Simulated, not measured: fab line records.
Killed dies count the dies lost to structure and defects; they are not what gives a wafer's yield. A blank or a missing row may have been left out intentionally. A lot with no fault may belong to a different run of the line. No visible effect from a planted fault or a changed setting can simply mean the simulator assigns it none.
A lot that was struck, set against a sound lot / flow sky130 / 43 out of 708 route steps
Sound: wafers L462.1, L462.2, L462.5. Struck: wafers L472.3, L472.4, L472.6. The cause is given at the end.
At each step with rows: each side's tool, then ch and its chambers, then its first start. Under that, the readings that differ: sound wafers / struck wafers / difference of the means / sigmas: that difference in standard deviations of wafers without a fault.
alike: same words and numbers on both sides, and readings whose means sit less than 2 such deviations apart. not compared: any withheld reading, any reading some wafer has no value for, any bound like >300 that may hide the same value, and any number with overlapping values for which the record gives no deviation.
Wherever a step has rows on one side only, a row that says differs or no value, or a row with sigmas, the two part there. When numbers do not overlap yet have no deviation, they are printed without sigmas and do not part them. A reading that every wafer of one side lacks parts them only if that side has two wafers or more.

first, 1 step without rows for these wafers: SKY_LDD_N_IMPLANT_15.
SKY_LDD_N_STRIP_16: strips in O2/N2.
  sound on plasmaAsher-01 ch 0,1, day 21 04:36; struck on plasmaAsher-02 ch 0,1, day 24 13:32
  alike: drypumpMotorCurrentA, oesProductAu, stripTimeToEndpointS
  not compared: rfHoursCounterH
SKY_LDD_N_TW_MEAS_17:
  struck on filmMetro-04, day 24 13:37; sound on filmMetro-02, day 21 04:42
  alike: LDD_N_TW
then, 7 steps without rows for these wafers: SKY_LDD_P_DEHYDRATE_00 (time 60 s); SKY_LDD_P_HMDS_01 (prime time 60 s); SKY_LDD_P_COAT_02 (resist thk 1140 nm); SKY_LDD_P_SOFTBAKE_03 (time 60 s); SKY_LDD_P_EXPOSE_04 (exposes mask PSDM, target cd 380 nm); SKY_LDD_P_PEB_05; SKY_LDD_P_DEVELOP_06 (develop time 60 s).
SKY_LDD_P_CD_MEAS_07 targets a cd of 380 nm.
  struck on cdSem-01, day 25 19:41; sound on cdSem-01, day 22 10:45
  alike: cdNm
SKY_LDD_P_OVL_MEAS_08:
  struck on overlay-02, day 25 19:47; sound on overlay-02, day 22 10:52
  alike: LDD_P_OVL
SKY_LDD_P_IMPLANT_09:
  sound on implanter-01 ch 0, day 22 10:55; struck on implanter-02 ch 0, day 25 19:51
  alike: beamEnergyKeV, faradayCurrentUA
SKY_LDD_P_STRIP_10: strips in O2/N2.
  sound on plasmaAsher-01 ch 0,1, day 22 11:04; struck on plasmaAsher-01 ch 0,1, day 25 19:59
  alike: drypumpMotorCurrentA, oesProductAu, stripTimeToEndpointS
  not compared: rfHoursCounterH
SKY_LDD_P_TW_MEAS_11:
  struck on filmMetro-02, day 25 20:04; sound on filmMetro-03, day 22 11:10
  alike: LDD_P_TW
then, 7 steps without rows for these wafers: SKY_LDD_HVN_DEHYDRATE_00 (time 60 s); SKY_LDD_HVN_HMDS_01 (prime time 60 s); SKY_LDD_HVN_COAT_02 (resist thk 300 nm); SKY_LDD_HVN_SOFTBAKE_03 (time 60 s); SKY_LDD_HVN_EXPOSE_04 (exposes mask HVNTM, target cd 700 nm); SKY_LDD_HVN_PEB_05; SKY_LDD_HVN_DEVELOP_06 (develop time 60 s).
SKY_LDD_HVN_OVL_MEAS_07:
  struck on overlay-02, day 27 02:37; sound on overlay-01, day 23 17:49
  alike: LDD_HVN_OVL
following that, these wafers have no rows for 1 step: SKY_LDD_HVN_IMPLANT_08.
SKY_LDD_HVN_STRIP_09: strips in O2/N2.
  sound on plasmaAsher-04 ch 0,1, day 23 18:00; struck on plasmaAsher-04 ch 0,1, day 27 02:49
  alike: drypumpMotorCurrentA, oesProductAu, stripTimeToEndpointS
  not compared: rfHoursCounterH
SKY_LDD_HVN_TW_MEAS_10:
  struck on filmMetro-01, day 27 02:55; sound on filmMetro-04, day 23 18:06
reading=LDD_HVN_TW; sound=1449 1451 1438; struck=1420 1417 1417; difference=-28; sigmas=-2
then, 7 steps without rows for these wafers: SKY_LDD_HVP_DEHYDRATE_00 (time 60 s); SKY_LDD_HVP_HMDS_01 (prime time 60 s); SKY_LDD_HVP_COAT_02 (resist thk 300 nm); SKY_LDD_HVP_SOFTBAKE_03 (time 60 s); SKY_LDD_HVP_EXPOSE_04 (exposes mask HVPTM, target cd 700 nm); SKY_LDD_HVP_PEB_05; SKY_LDD_HVP_DEVELOP_06 (develop time 60 s).
SKY_LDD_HVP_OVL_MEAS_07:
  struck on overlay-01, day 28 08:28; sound on overlay-01, day 25 00:48
  alike: LDD_HVP_OVL
following that, these wafers have no rows for 1 step: SKY_LDD_HVP_IMPLANT_08.
SKY_LDD_HVP_STRIP_09: strips in O2/N2.
  sound on plasmaAsher-04 ch 0,1, day 25 00:59; struck on plasmaAsher-02 ch 0,1, day 28 08:40
  alike: drypumpMotorCurrentA, oesProductAu, stripTimeToEndpointS
  not compared: rfHoursCounterH
SKY_LDD_HVP_TW_MEAS_10:
  struck on filmMetro-02, day 28 08:46; sound on filmMetro-02, day 25 01:05
  alike: LDD_HVP_TW
then, 5 steps without rows for these wafers: SKY_LDD_LDN_DEHYDRATE_00 (time 60 s); SKY_LDD_LDN_HMDS_01 (prime time 60 s); SKY_LDD_LDN_COAT_02 (resist thk 1140 nm); SKY_LDD_LDN_SOFTBAKE_03 (time 60 s); SKY_LDD_LDN_EXPOSE_04 (exposes mask LDNTM, target cd 700 nm).
-- the record jumps here: 22 days lie between the struck wafers' starts before and after (it left off in module LDD_LDN and takes up again in module PAD_OPEN, whose first step shown is number 708 of the route) --
SKY_PAD_OPEN_PROBE_99:
  struck on prober-01, day 50 20:45; sound on prober-01, day 48 16:19
reading=model.etest.tipP.rsOhmSqRange; sound=106.7 200.3 172.2; struck=1495 1468 1514; difference=+1333; sigmas=
reading=model.etest.tipP.rsOhmSqRimLessCentre; sound=-34.5 21.27 -55.78; struck=439.8 429.1 286.3; difference=+408.1; sigmas=
reading=model.etest.pfet_01v8.vtVRange; sound=0.01057 0.005867 0.01076; struck=0.02077 0.02102 0.02097; difference=+0.01185; sigmas=
  alike: killed_at_M0_to_M3, killed_at_M4_up, killedAtContacts, killedAtFrontEnd, killedAtOther, killedDies, killedOpen, killedShort
  not compared: model.etest.pfet_01v8.driveUaUmRange

== WHERE THEY PART ==
Only at SKY_LDD_HVN_TW_MEAS_10, as far as this record shows. Later steps at which nothing parts them and some readings are alike: SKY_LDD_HVP_OVL_MEAS_07, SKY_LDD_HVP_STRIP_09, SKY_LDD_HVP_TW_MEAS_10, SKY_PAD_OPEN_PROBE_99.

WHY: the cause the simulator had injected
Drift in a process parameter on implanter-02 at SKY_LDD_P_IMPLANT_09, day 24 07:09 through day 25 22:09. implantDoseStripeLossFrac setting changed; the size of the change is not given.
